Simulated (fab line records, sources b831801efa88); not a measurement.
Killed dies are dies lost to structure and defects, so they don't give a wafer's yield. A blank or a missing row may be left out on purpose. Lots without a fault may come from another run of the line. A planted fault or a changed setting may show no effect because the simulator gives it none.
Which tool did it? | flow gf180mcu | 15 lots, 45 wafers sampled, at 6 steps of a route of 602

WHAT THE GAUGES READ, wafer by wafer
GF_PSD_RS_MEAS_14: measures by four-point-probe. Usual: NSD_RS 46.15 ohm/sq, standard deviation 0.081.
lot  | measured     | on            | NSD_RS (ohm/sq)   | flag
L503 | day 15 06:32 | film_metro-03 | 46.09 46.17 46.05 |
L504 | day 15 17:23 | film_metro-03 | 46.13 46.04 46.19 |
L505 | day 16 09:21 | film_metro-01 | 46.15 46.10 46.06 |
L506 | day 16 19:04 | film_metro-02 | 46.11 46.13 46.00 |
L508 | day 17 03:01 | film_metro-01 | 46.08 46.14 46.09 |
L509 | day 17 14:23 | film_metro-02 | 46.24 46.27 46.15 |
L510 | day 17 20:44 | film_metro-03 | 46.11 46.08 46.11 |
L511 | day 18 00:48 | film_metro-03 | 46.24 46.13 46.20 |
L512 | day 18 18:24 | film_metro-01 | 46.10 45.99 46.03 |
L514 | day 19 06:09 | film_metro-01 | 46.21 46.06 46.24 |
L517 | day 20 03:25 | film_metro-03 | 46.29 46.29 46.22 |
L520 | day 21 09:53 | film_metro-02 | 53.11 53.07 53.13 | OFF
L521 | day 21 13:05 | film_metro-01 | 53.07 53.02 53.10 | OFF
L522 | day 21 16:15 | film_metro-02 | 53.15 53.07 53.11 | OFF
L523 | day 22 07:49 | film_metro-02 | 46.23 46.39 46.32 |

GF_SAB_THK_MEAS_01. Usual: SAB_CVD_00_THK 50.0 nm, standard deviation 0.79.
lot  | measured     | on            | SAB_CVD_00_THK (nm) | flag
L503 | day 15 06:48 | film_metro-02 | 49.4 49.1 50.4      |
L504 | day 15 17:37 | film_metro-04 | 50.0 49.9 49.7      |
L505 | day 16 09:36 | film_metro-02 | 48.4 50.8 49.1      |
L506 | day 16 19:19 | film_metro-04 | 49.9 50.5 50.1      |
L508 | day 17 03:16 | film_metro-02 | 50.5 49.2 50.6      |
L509 | day 17 14:38 | film_metro-04 | 50.0 50.2 50.1      |
L510 | day 17 20:59 | film_metro-04 | 49.2 49.9 49.9      |
L511 | day 18 01:04 | film_metro-02 | 50.3 51.2 51.2      |
L512 | day 18 18:40 | film_metro-04 | 49.7 50.9 49.2      |
L514 | day 19 06:24 | film_metro-02 | 49.9 51.5 50.7      |
L517 | day 20 03:40 | film_metro-02 | 49.2 50.7 51.2      |
L523 | day 22 08:04 | film_metro-04 | 49.3 50.1 50.6      |

GF_M1_CD_MEAS_14: target cd 230 nm. Usual: cd_nm 230.3 nm, standard deviation 1.5.
lot  | measured     | on        | cd_nm (nm)        | flag
L503 | day 18 04:30 | cd_sem-02 | 230.6 230.6 231.6 |
L504 | day 18 20:28 | cd_sem-01 | 231.9 230.5 230.8 |
L505 | day 19 07:31 | cd_sem-01 | 228.8 229.8 229.5 |
L506 | day 19 18:05 | cd_sem-01 | 228.7 228.1 228.5 |
L508 | day 20 04:27 | cd_sem-02 | 232.8 232.6 231.7 |
L509 | day 20 15:56 | cd_sem-02 | 230.2 230.2 229.9 |
L510 | day 20 23:17 | cd_sem-02 | 230.4 231.0 230.2 |
L511 | day 21 04:12 | cd_sem-02 | 230.4 229.9 230.5 |
L512 | day 21 21:18 | cd_sem-02 | 229.0 229.4 229.6 |
L514 | day 22 09:01 | cd_sem-02 | 232.2 231.3 230.9 |
L517 | day 23 06:55 | cd_sem-02 | 230.9 230.7 229.3 |
L523 | day 25 05:53 | cd_sem-01 | 231.7 230.3 231.1 |

WHICH TOOL RAN EACH LOT (tool, then ch and the chambers of the sampled wafers, then the start)
lot  | GF_NSD_IMPLANT_10               | GF_NSD_STRIP_11                      | GF_M1_SPUTTER_04
L503 | implanter-03 ch 0, day 14 08:52 | plasma_asher-04 ch 0,1, day 14 09:01 | pvd_sputter-02, day 17 05:24
L504 | implanter-02 ch 0, day 14 19:21 | plasma_asher-03 ch 0,1, day 14 19:28 | pvd_sputter-01, day 17 21:02
L505 | implanter-02 ch 0, day 15 10:14 | plasma_asher-02 ch 0,1, day 15 10:22 | pvd_sputter-03, day 18 08:02
L506 | implanter-02 ch 0, day 15 20:15 | plasma_asher-03 ch 0,1, day 15 20:23 | pvd_sputter-03, day 18 18:13
L508 | implanter-03 ch 0, day 16 04:54 | plasma_asher-04 ch 0,1, day 16 05:03 | pvd_sputter-01, day 19 03:47
L509 | implanter-02 ch 0, day 16 17:06 | plasma_asher-02 ch 0,1, day 16 17:14 | pvd_sputter-02, day 19 15:40
L510 | implanter-03 ch 0, day 16 23:01 | plasma_asher-02 ch 0,1, day 16 23:08 | pvd_sputter-01, day 19 22:58
L511 | implanter-03 ch 0, day 17 02:25 | plasma_asher-02 ch 0,1, day 17 02:34 | pvd_sputter-01, day 20 03:19
L512 | implanter-04 ch 0, day 17 18:15 | plasma_asher-03 ch 0,1, day 17 18:24 | pvd_sputter-01, day 20 21:17
L514 | implanter-04 ch 0, day 18 05:26 | plasma_asher-03 ch 0,1, day 18 05:33 | pvd_sputter-02, day 21 09:17
L517 | implanter-02 ch 0, day 19 02:52 | plasma_asher-03 ch 0,1, day 19 03:00 | pvd_sputter-02, day 22 07:35
L520 | implanter-03, day 20 08:55      | plasma_asher-03 ch 0,1, day 20 09:02 | -
L521 | implanter-04, day 20 12:04      | plasma_asher-04 ch 0,1, day 20 12:13 | -
L522 | implanter-02, day 20 15:15      | plasma_asher-03 ch 0,1, day 20 15:24 | -
L523 | implanter-04 ch 0, day 21 07:29 | plasma_asher-03 ch 0,1, day 21 07:37 | pvd_sputter-02, day 24 08:23
- GF_NSD_IMPLANT_10
- GF_NSD_STRIP_11: strips in O2/N2.
- GF_M1_SPUTTER_04: material TiN, target thk 50 nm, time 41.7 s.

WHAT THE TOOLS THEMSELVES READ (means of the sampled wafers that have a number; where no wafer has one, the mark that the record gives instead)
GF_NSD_IMPLANT_10. Usual: beam_energy_keV 40.001, standard deviation 0.012; beam_on_s 9.96 s, standard deviation 0.18; end_station_pressure_torr 7.3e-06 Torr, standard deviation 3.9e-07; tilt_deg 7.000 degrees, standard deviation 0.019.
lot  | tool         | beam_energy_keV | beam_on_s (s) | end_station_pressure_torr (Torr) | tilt_deg (degrees) | flag
L503 | implanter-03 | 40.005          | 10.16         | 7.8e-06                          | 6.992              |
L504 | implanter-02 | 40.002          | 9.89          | 7.2e-06                          | 6.995              |
L505 | implanter-02 | 40.008          | 10.13         | 7.4e-06                          | 7.007              |
L506 | implanter-02 | 40.011          | 9.86          | 7.6e-06                          | 7.029              |
L508 | implanter-03 | 40.009          | 9.91          | 7.2e-06                          | 6.998              |
L509 | implanter-02 | 39.997          | 9.86          | 7.4e-06                          | 7.009              |
L510 | implanter-03 | 40.005          | 9.66          | 7.8e-06                          | 7.009              |
L511 | implanter-03 | 40.008          | 9.99          | 7.4e-06                          | 7.002              |
L512 | implanter-04 | 39.996          | 9.96          | 7.2e-06                          | 6.998              |
L514 | implanter-04 | 39.997          | 9.83          | 7.3e-06                          | 6.989              |
L517 | implanter-02 | 40.003          | 9.74          | 7.3e-06                          | 6.985              |
L520 | implanter-03 | -               | -             | -                                | -                  | OFF
L521 | implanter-04 | -               | -             | -                                | -                  | OFF
L522 | implanter-02 | -               | -             | -                                | -                  | OFF
L523 | implanter-04 | 39.963          | 10.06         | 7.3e-06                          | 7.011              | OFF

GF_NSD_STRIP_11. Usual: drypump_motor_current_A 5.9 A, standard deviation 0.48; heater_power_w 373 W, standard deviation 29; n2_flow_sccm 300.1 sccm, standard deviation 0.93; oes_product_au 0.486 a.u., standard deviation 0.0047; strip_time_to_endpoint_s 22.96 s, standard deviation 0.034.
lot  | tool            | drypump_motor_current_A (A) | heater_power_w (W) | n2_flow_sccm (sccm) | oes_product_au (a.u.) | strip_time_to_endpoint_s (s) | flag
L503 | plasma_asher-04 | 5.6                         | 410                | 301.0               | 0.483                 | 22.90                        |
L504 | plasma_asher-03 | 5.9                         | 375                | 300.4               | 0.486                 | 22.98                        |
L505 | plasma_asher-02 | 6.1                         | 335                | 300.1               | 0.487                 | 22.98                        |
L506 | plasma_asher-03 | 5.7                         | 372                | 299.9               | 0.489                 | 22.96                        |
L508 | plasma_asher-04 | 5.7                         | 404                | 300.2               | 0.485                 | 22.94                        |
L509 | plasma_asher-02 | 6.4                         | 333                | 300.8               | 0.489                 | 22.98                        |
L510 | plasma_asher-02 | 6.4                         | 339                | 300.8               | 0.489                 | 22.98                        |
L511 | plasma_asher-02 | 6.4                         | 344                | 300.6               | 0.487                 | 22.98                        |
L512 | plasma_asher-03 | 5.7                         | 380                | 299.5               | 0.490                 | 22.95                        |
L514 | plasma_asher-03 | 5.9                         | 373                | 299.6               | 0.484                 | 22.92                        |
L517 | plasma_asher-03 | 5.9                         | 378                | 300.3               | 0.490                 | 22.91                        |
L520 | plasma_asher-03 | 5.7                         | 363                | 300.4               | 0.491                 | 22.46                        | OFF
L521 | plasma_asher-04 | 5.7                         | 404                | 300.8               | 0.489                 | 22.42                        | OFF
L522 | plasma_asher-03 | 5.6                         | 365                | 300.6               | 0.492                 | 22.40                        | OFF
L523 | plasma_asher-03 | 5.9                         | 378                | 299.4               | 0.484                 | 22.99                        |

GF_M1_SPUTTER_04. Usual: throttle_valve_pct 30.4 %, standard deviation 0.82.
lot  | tool           | throttle_valve_pct (%) | flag
L503 | pvd_sputter-02 | 30.8                   |
L504 | pvd_sputter-01 | 30.8                   |
L505 | pvd_sputter-03 | 29.6                   |
L506 | pvd_sputter-03 | 29.3                   |
L508 | pvd_sputter-01 | 31.1                   |
L509 | pvd_sputter-02 | 31.0                   |
L510 | pvd_sputter-01 | 31.4                   |
L511 | pvd_sputter-01 | 31.2                   |
L512 | pvd_sputter-01 | 31.0                   |
L514 | pvd_sputter-02 | 30.7                   |
L517 | pvd_sputter-02 | 31.0                   |
L523 | pvd_sputter-02 | 30.6                   |

THE ANSWER, worked out from the rows above alone
Rule: a lot is off if the mean of its wafers that have a number lies more than 3 standard deviations from the usual mean. A lot without any number at a reading at which 4 lots or more have one is off too. The other lots that the step has rows for count as sound. The gauges are gone through in route order, then the tools' own readings, and for those a lot's mean is taken as printed above. The first step at which some lot is off is used, and at that step the reading that is off furthest; a lot without a number counts as furthest.
Off: L520, L521, L522, at GF_PSD_RS_MEAS_14 (NSD_RS).
A tool fits if, at a process step before that reading, it ran every lot that is off, and no sound lot after the first of them. The gauges at GF_PSD_RS_MEAS_14 aren't tried: what is off there is off at GF_NSD_IMPLANT_10 too, on other tools, and a gauge's error can't cause that. None of those tried fits.

WHAT THE SIMULATOR HAD PUT IN
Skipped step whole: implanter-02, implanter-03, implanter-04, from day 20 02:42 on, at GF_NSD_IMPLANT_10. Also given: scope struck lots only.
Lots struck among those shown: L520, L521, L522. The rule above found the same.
